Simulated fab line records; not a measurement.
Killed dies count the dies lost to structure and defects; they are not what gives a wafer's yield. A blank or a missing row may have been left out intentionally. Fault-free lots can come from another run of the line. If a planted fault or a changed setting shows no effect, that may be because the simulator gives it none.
Chamber matching | flow sky130 | SKY_VIA4_CMP_02 on cmp-01: 4 sister chambers
The step polishes SiO2. 4 wafers are shown with their chamber, then 8 later ones without.

== WAFERS WITH THEIR CHAMBER ==
wafer  | chamber | motorCurrentA (A)
L761.4 | 2       | 9.7
L764.1 | 1       | 12.1
L764.6 | 3       | 13.0
L769.1 | 0       | 12.4

== WAFERS WHOSE CHAMBER IS MISSING ==
wafer  | motorCurrentA (A)
L769.3 | 9.7
L769.5 | 13.3
L771.3 | 13.2
L771.4 | 11.8
L771.5 | 12.1
L778.1 | 11.1
L778.2 | 12.3
L778.3 | 9.3

== THE CHAMBER EACH PASSED THROUGH ==
wafer  | from the rows above          | in truth
L769.3 | 2                            | 2
L769.5 | can't be placed: 3 or 0      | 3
L771.3 | can't be placed: 3 or 0      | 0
L771.4 | can't be placed: 1 or 0      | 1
L771.5 | can't be placed: 1 or 0      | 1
L778.1 | can't be placed: 1 or 0 or 2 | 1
L778.2 | can't be placed: 0 or 1 or 3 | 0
L778.3 | 2                            | 2
Placed correctly: 2 of 8. Cannot be placed on the basis of these rows: 6; the candidates contain the true chamber in 6. 0 placed wrongly.
How it was worked out, from the rows above alone: a wafer's distance from a chamber is the root of the sum, over the readings, of the square of ((its reading less the chamber's mean) divided by the reading's scatter). If the next closest chamber is less than 2 further off than the closest, the wafer can't be placed; otherwise it belongs to the closest. For every chamber, the mean is computed from those of its wafers that are shown. The scatter: root of mean squared gap, hidden wafer to nearest shown wafer, with one shown wafer a chamber.
